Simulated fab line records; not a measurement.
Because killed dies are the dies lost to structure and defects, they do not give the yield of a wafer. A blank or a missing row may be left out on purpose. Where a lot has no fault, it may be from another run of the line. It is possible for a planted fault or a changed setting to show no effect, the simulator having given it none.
fab line records | flow sky130
record: lots: 14 | wafers: 40 | last_day: 50
route steps=708 shown VIA3@585 CAP2M@604 PAD_OPEN@708
lots with no fault: from the same line, run without faults
start_h: start of the lot's first displayed wafer, in hours after the record's first day | wait_h: hours elapsed since this lot's preceding step | " the same as in the row above | L1.1+2: a single row standing in for several wafers | - no value, or no start given | * or withheld: withheld | < > ~ a bound
route shown NAME@n: a module of which the file shows steps, and the number in the route of the first | usual: mean/standard deviation of fault-free wafers | same: alike in all rows | chamber/n: place in a boat | sites: the reading at each site | _std_site: how widely they spread, as a standard deviation | _edge_site: outer sites' mean less inner sites' | radius_mm: for every site, how far away it sits from the centre of the wafer | mask NAME#n: copy n | behind: the most recent tool/chamber to have shaped the wafer | hold: what put the lot on hold/how long, in hours/how the hold closed | device: the transistor (n, p or np) that didn't switch | end of line: the same wafers' tests at the end of the route | a step given without rows: its recipe and nothing more | killed: dies lost to structure and defects at the first sort, not the wafer's yield | map: the dies of a wafer, with x for killed, . for not killed, _ for no die there
set.NAME: setting as actually run; set.NAME@STEP: the setting as run at that earlier step | model.NAME: the simulator's own value behind a step, which no gauge read
a sample of lots followed through the steps of the route, with each step as a table and each wafer as a row
services: when a tool's chamber went out of use (start_h, in hours from the record's first day, below 0 if earlier), for how many hours, and the reason
== steps ==
step: SKY_VIA3_CD_MEAS_12
recipe: target_cd_nm: 200
usual: cd_nm: 199.4/1.5
lot.wafer | tool      | chamber | start_h | wait_h | cd_nm
L100.3    | cd_sem-01 | -       | 922.52  | -      | 200.8
L100.5    | "         | -       | "       | "      | 199.0
L100.6    | "         | -       | "       | "      | 199.4
L102.2    | cd_sem-01 | -       | 938.49  | -      | 200.4
L102.3    | "         | -       | "       | "      | 199.7
L102.5    | "         | -       | "       | "      | 199.6
L103.1    | cd_sem-02 | -       | 949.95  | -      | 199.8
L103.4    | "         | -       | "       | "      | 199.4
L103.5    | "         | -       | "       | "      | 199.6
L104.1    | cd_sem-02 | -       | 952.33  | -      | 198.7
L104.2    | "         | -       | "       | "      | 197.2
L104.5    | "         | -       | "       | "      | 197.0
L105.1    | cd_sem-02 | -       | 977.08  | -      | 200.7
L105.2    | "         | -       | "       | "      | 200.7
L105.6    | "         | -       | "       | "      | 200.3
L106.2    | cd_sem-01 | -       | 981.47  | -      | 201.1
L106.3    | "         | -       | "       | "      | 200.4
L106.6    | "         | -       | "       | "      | 199.5
L107.1    | cd_sem-02 | -       | 983.35  | -      | 200.4
L107.4    | "         | -       | "       | "      | 200.0
L107.6    | "         | -       | "       | "      | 198.9
L108.3    | cd_sem-02 | -       | 986.66  | -      | 200.2
L108.5    | "         | -       | "       | "      | 199.0
L108.6    | "         | -       | "       | "      | 200.4
L110.2    | cd_sem-01 | -       | 1011.30 | -      | 198.7
L110.4    | "         | -       | "       | "      | 197.7
L110.6    | "         | -       | "       | "      | 197.5
L112.3    | cd_sem-01 | -       | 1024.84 | -      | 200.5
L112.4    | "         | -       | "       | "      | 199.7
L112.6    | "         | -       | "       | "      | 198.9
L118.2    | cd_sem-01 | -       | 1053.37 | -      | 200.5
L118.5    | "         | -       | "       | "      | 200.4
L118.6    | "         | -       | "       | "      | 200.6
L122.6    | cd_sem-01 | -       | 1082.47 | -      | 199.8
L121.3    | cd_sem-02 | -       | 1082.74 | -      | 196.3
L121.4    | "         | -       | "       | "      | 198.0
L121.5    | "         | -       | "       | "      | 198.1
L123.2    | cd_sem-02 | -       | 1084.37 | -      | 197.4
L123.3    | "         | -       | "       | "      | 197.5
L123.4    | "         | -       | "       | "      | 197.9
step: SKY_VIA3_ETCH_15
recipe: target: SiO2 | chemistry: C4F8/O2/Ar | target_depth_nm: 507 | stop_on: TiN | mask_material: KrF-thick | source_w: 1500 | bias_w: 1200 | pressure_mtorr: 40 | c4f8_flow_sccm: withheld | O2_flow_sccm: 6 | Ar_flow_sccm: 300 | time_s: 78
usual: oes_product_au: 0.946/0.0047
lot.wafer | tool        | chamber | start_h | wait_h | oes_product_au | rf_hours_counter_h
L100.3    | rie_diel-01 | 0       | 922.68  | 0.0    | 0.942          | 25
L100.5    | "           | 0       | "       | "      | 0.941          | -
L100.6    | "           | 1       | "       | "      | 0.942          | -
L102.2    | rie_diel-03 | 0       | 938.67  | 0.0    | 0.943          | 3
L102.3    | "           | 3       | "       | "      | 0.947          | 18
L102.5    | "           | 1       | "       | "      | 0.941          | -
L103.1    | rie_diel-01 | 1       | 950.15  | 0.0    | 0.940          | 24
L103.4    | "           | 2       | "       | "      | 0.947          | -
L103.5    | "           | 0       | "       | "      | 0.952          | -
L104.1    | rie_diel-03 | 1       | 952.53  | 0.0    | 0.943          | 14
L104.2    | "           | 3       | "       | "      | 0.945          | 18
L104.5    | "           | 0       | "       | "      | 0.945          | -
L105.1    | rie_diel-01 | 1       | 977.28  | 0.0    | 0.939          | 25
L105.2    | "           | 3       | "       | "      | 0.945          | 25
L105.6    | "           | 3       | "       | "      | 0.941          | -
L106.2    | rie_diel-03 | 2       | 981.65  | 0.0    | 0.950          | 12
L106.3    | "           | 1       | "       | "      | 0.941          | 15
L106.6    | "           | 2       | "       | "      | 0.942          | -
L107.1    | rie_diel-03 | 1       | 983.55  | 0.0    | 0.954          | 15
L107.4    | "           | 0       | "       | "      | 0.943          | 5
L107.6    | "           | 2       | "       | "      | 0.942          | -
L108.3    | rie_diel-03 | 2       | 986.82  | 0.0    | 0.946          | 12
L108.5    | "           | 1       | "       | "      | 0.946          | -
L108.6    | "           | 0       | "       | "      | 0.945          | -
L110.2    | rie_diel-02 | 0       | 1011.48 | 0.0    | 0.952          | 25
L110.4    | "           | 2       | "       | "      | 0.951          | 15
L110.6    | "           | 2       | "       | "      | 0.942          | -
L112.3    | rie_diel-03 | 1       | 1025.00 | 0.0    | 0.946          | 16
L112.4    | "           | 3       | "       | "      | 0.953          | 20
L112.6    | "           | 3       | "       | "      | 0.938          | -
L118.2    | rie_diel-03 | 0       | 1053.55 | 0.0    | 0.948          | 7
L118.5    | "           | 0       | "       | "      | 0.953          | -
L118.6    | "           | 1       | "       | "      | 0.954          | -
L122.6    | rie_diel-01 | 1       | 1082.60 | 0.0    | 0.947          | -
L121.3    | rie_diel-02 | 3       | 1082.90 | 0.0    | 0.946          | 14
L121.4    | "           | 2       | "       | "      | 0.952          | 17
L121.5    | "           | 1       | "       | "      | 0.949          | -
L123.2    | rie_diel-02 | 2       | 1084.55 | 0.0    | 0.944          | 17
L123.3    | "           | 1       | "       | "      | 0.951          | 8
L123.4    | "           | 3       | "       | "      | 0.944          | 14
step: SKY_CAP2M_THK_MEAS_01
recipe: reads: SiO2_of_CAP2M_CVD_00
usual: CAP2M_CVD_00_THK: 15.43/0.22
lot.wafer | tool          | chamber | start_h | wait_h | CAP2M_CVD_00_THK[nm]
L100.3    | film_metro-02 | -       | 924.27  | -      | 15.32
L100.5    | "             | -       | "       | "      | 15.46
L100.6    | "             | -       | "       | "      | 15.45
L102.2    | film_metro-02 | -       | 940.27  | -      | 15.32
L102.3    | "             | -       | "       | "      | 15.70
L102.5    | "             | -       | "       | "      | 15.51
L103.1    | film_metro-01 | -       | 951.72  | -      | 15.07
L103.4    | "             | -       | "       | "      | 15.21
L103.5    | "             | -       | "       | "      | 15.26
L104.1    | film_metro-04 | -       | 954.13  | -      | 15.09
L104.2    | "             | -       | "       | "      | 15.37
L104.5    | "             | -       | "       | "      | 15.45
L105.1    | film_metro-02 | -       | 978.78  | -      | 15.44
L105.2    | "             | -       | "       | "      | 15.38
L105.6    | "             | -       | "       | "      | 15.65
L106.2    | film_metro-02 | -       | 983.16  | -      | 15.36
L106.3    | "             | -       | "       | "      | 15.39
L106.6    | "             | -       | "       | "      | 15.76
L107.1    | film_metro-04 | -       | 985.05  | -      | 15.03
L107.4    | "             | -       | "       | "      | 15.46
L107.6    | "             | -       | "       | "      | 15.23
L108.3    | film_metro-04 | -       | 988.33  | -      | 15.12
L108.5    | "             | -       | "       | "      | 15.47
L108.6    | "             | -       | "       | "      | 15.39
L110.2    | film_metro-04 | -       | 1013.03 | -      | 15.37
L110.4    | "             | -       | "       | "      | 15.48
L110.6    | "             | -       | "       | "      | 15.56
L112.3    | film_metro-04 | -       | 1026.51 | -      | 15.31
L112.4    | "             | -       | "       | "      | 15.64
L112.6    | "             | -       | "       | "      | 15.52
L118.2    | film_metro-04 | -       | 1055.05 | -      | 15.04
L118.5    | "             | -       | "       | "      | 15.20
L118.6    | "             | -       | "       | "      | 15.18
L122.6    | film_metro-01 | -       | 1084.17 | -      | 15.54
L121.3    | film_metro-01 | -       | 1084.55 | -      | 15.52
L121.4    | "             | -       | "       | "      | 15.79
L121.5    | "             | -       | "       | "      | 15.59
L123.2    | film_metro-04 | -       | 1086.07 | -      | 15.30
L123.3    | "             | -       | "       | "      | 14.99
L123.4    | "             | -       | "       | "      | 15.09
step: SKY_CAP2M_SPUTTER_02
recipe: material: TiN | target_thk_nm: 200 | temp_c: 300 | power_w: 6500 | time_s: 166.7 | chamber_pressure_pa: 0.4
usual: cathode_dc_power_W: 6500.0/1.2 | chamber_pressure_pa: 0.4000/0.00088 | throttle_valve_pct: 29.9/0.87
lot.wafer | tool           | chamber | start_h | wait_h | cathode_dc_power_W | chamber_pressure_pa | throttle_valve_pct
L100.3    | pvd_sputter-04 | -       | 924.31  | 0.0    | 6499.8             | 0.4006              | 30.7
L100.5    | "              | -       | "       | "      | 6498.4             | 0.4006              | 29.0
L100.6    | "              | -       | "       | "      | 6500.1             | 0.4008              | 30.9
L102.2    | pvd_sputter-02 | -       | 940.32  | 0.0    | 6499.8             | 0.4006              | 30.7
L102.3    | "              | -       | "       | "      | 6500.0             | 0.3998              | 30.1
L102.5    | "              | -       | "       | "      | 6498.7             | 0.4003              | 28.6
L103.1    | pvd_sputter-03 | -       | 951.78  | 0.1    | 6500.4             | 0.3993              | 29.5
L103.4    | "              | -       | "       | "      | 6499.9             | 0.4001              | 29.8
L103.5    | "              | -       | "       | "      | 6498.5             | 0.3991              | 29.5
L104.1    | pvd_sputter-04 | -       | 954.19  | 0.1    | 6499.8             | 0.4008              | 30.7
L104.2    | "              | -       | "       | "      | 6500.9             | 0.3990              | 30.5
L104.5    | "              | -       | "       | "      | 6500.3             | 0.4020              | 29.0
L105.1    | pvd_sputter-04 | -       | 978.84  | 0.1    | 6499.2             | 0.3990              | 28.8
L105.2    | "              | -       | "       | "      | 6499.0             | 0.4010              | 31.0
L105.6    | "              | -       | "       | "      | 6501.6             | 0.3987              | 29.0
L106.2    | pvd_sputter-04 | -       | 983.21  | 0.0    | 6501.3             | 0.4004              | 29.1
L106.3    | "              | -       | "       | "      | 6500.6             | 0.3990              | 29.0
L106.6    | "              | -       | "       | "      | 6498.7             | 0.3995              | 29.2
L107.1    | pvd_sputter-04 | -       | 985.11  | 0.1    | 6500.1             | 0.4006              | 29.1
L107.4    | "              | -       | "       | "      | 6501.1             | 0.3991              | 28.9
L107.6    | "              | -       | "       | "      | 6500.0             | 0.4000              | 30.7
L108.3    | pvd_sputter-02 | -       | 988.37  | 0.0    | 6501.4             | 0.3991              | 30.9
L108.5    | "              | -       | "       | "      | 6499.9             | 0.3994              | 30.8
L108.6    | "              | -       | "       | "      | 6500.0             | 0.3990              | 30.2
L110.2    | pvd_sputter-04 | -       | 1013.08 | 0.0    | 6499.4             | 0.3999              | 30.2
L110.4    | "              | -       | "       | "      | 6502.6             | 0.4002              | 28.9
L110.6    | "              | -       | "       | "      | 6501.5             | 0.3994              | 30.6
L112.3    | pvd_sputter-04 | -       | 1026.55 | 0.0    | 6500.9             | 0.4000              | 30.8
L112.4    | "              | -       | "       | "      | 6498.4             | 0.4005              | 29.1
L112.6    | "              | -       | "       | "      | 6500.9             | 0.3998              | 28.5
L118.2    | pvd_sputter-02 | -       | 1055.10 | 0.0    | 6500.8             | 0.4001              | 28.8
L118.5    | "              | -       | "       | "      | 6500.2             | 0.4008              | 30.8
L118.6    | "              | -       | "       | "      | 6501.7             | 0.4002              | 28.5
L122.6    | pvd_sputter-04 | -       | 1084.23 | 0.1    | 6330.4             | 0.4015              | 28.7
L121.3    | pvd_sputter-04 | -       | 1084.59 | 0.0    | 6500.9             | 0.3999              | 31.0
L121.4    | "              | -       | "       | "      | 6332.1             | 0.4013              | 29.0
L121.5    | "              | -       | "       | "      | 6499.5             | 0.3993              | 29.3
L123.2    | pvd_sputter-02 | -       | 1086.12 | 0.0    | 6501.1             | 0.4003              | 28.8
L123.3    | "              | -       | "       | "      | 6497.7             | 0.4013              | 30.7
L123.4    | "              | -       | "       | "      | 6500.6             | 0.4003              | 30.3
step: SKY_PAD_OPEN_PROBE_99
usual: killed_at_M0_to_M3: 43/7 | killed_at_M4_up: 3.3/1.8 | killed_at_contacts: 24/6.2 | killed_at_front_end: 16/4.7 | killed_at_other: 0.4/0.58 | killed_dies: 87/10 | killed_open: 47/6.4 | killed_short: 39/7
same: gross_dies: 492 | killed_at_back_side: 0
lot.wafer | tool      | chamber | start_h | wait_h | killed_at_M0_to_M3 | killed_at_M4_up | killed_at_contacts | killed_at_front_end | killed_at_other | killed_dies | killed_open | killed_short
L122.6    | prober-02 | -       | 1201.99 | 0.2    | 50                 | 1               | 22                 | 15                  | 0               | 88          | 52          | 36
killed by level:class
L122.6 VIA1:geometric_particle:open=11 LI_CONTACT:geometric_particle:open=8 CONTACT:geometric_particle:open=8 VIA2:geometric_particle:open=7 VIA1:geometric_particle:short=6 METAL2:geometric_particle:short=6 VIA3:geometric_particle:open=6 METAL1:geometric_particle:short=4
== services ==
tool           | chamber | start_h | hours | kind
rie_diel-03    | 0       | 899.35  | 15.1  | repair
rie_diel-02    | -       | 917.63  | 0.2   | repair
rie_diel-01    | 3       | 921.82  | 28.7  | repair
rie_diel-02    | 0       | 922.45  | 3.1   | repair
pvd_sputter-03 | -       | 924.89  | 2.9   | repair
rie_diel-03    | 3       | 999.98  | 4.8   | repair
rie_diel-01    | 2       | 1025.07 | 4.6   | repair
pvd_sputter-04 | -       | 1048.40 | 6.9   | repair
pvd_sputter-02 | -       | 1064.26 | 5.3   | repair
rie_diel-02    | -       | 1065.20 | 0.4   | repair
rie_diel-03    | -       | 1068.13 | 15.6  | pm
rie_diel-01    | 3       | 1068.50 | 4.0   | repair
rie_diel-01    | 0       | 1072.49 | -     | clean
rie_diel-01    | 0       | 1072.49 | 16.6  | scheduled_down
rie_diel-01    | 0       | 1072.49 | 16.6  | vent_cycle
== key ==
first_sign: step: SKY_CAP2M_SPUTTER_02 | reading: cathode_dc_power_W | direction: down | sigmas: 99+ | usual: 6500.0 | struck: 6331.2
effect none on later readings
met_at SKY_CAP2M_SPUTTER_02
struck_lots L121,L122
struck_wafers L121.4,L122.6
tester_left_out L122
not_acting_at SKY_VIA3_CD_MEAS_12,SKY_VIA3_ETCH_15,SKY_CAP2M_THK_MEAS_01
onset_between 1026.55 1084.23
earlier_fault: kind: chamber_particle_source | tool: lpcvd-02 | chamber: 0 | onset_h: 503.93 | steps: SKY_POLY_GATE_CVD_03 | rate_per_visit_cm2: 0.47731 | end_h: 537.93
fault: kind: process_parameter_drift | tool: pvd_sputter-04 | chamber: - | onset_h: 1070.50 | steps: SKY_CAP2M_SPUTTER_02 | channel: power_w | offset: * | shape: step | end_h: 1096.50 | acts_in: * | stated: * | scope: struck_wafers_only
tester_left_out: of these lots the tester's yield and bins aren't shown, on N5 and GAA mostly nor the transistor test; their killed dies are dies lost to structure and defects alone, not to doping, threshold or leakage, so they don't give the yield
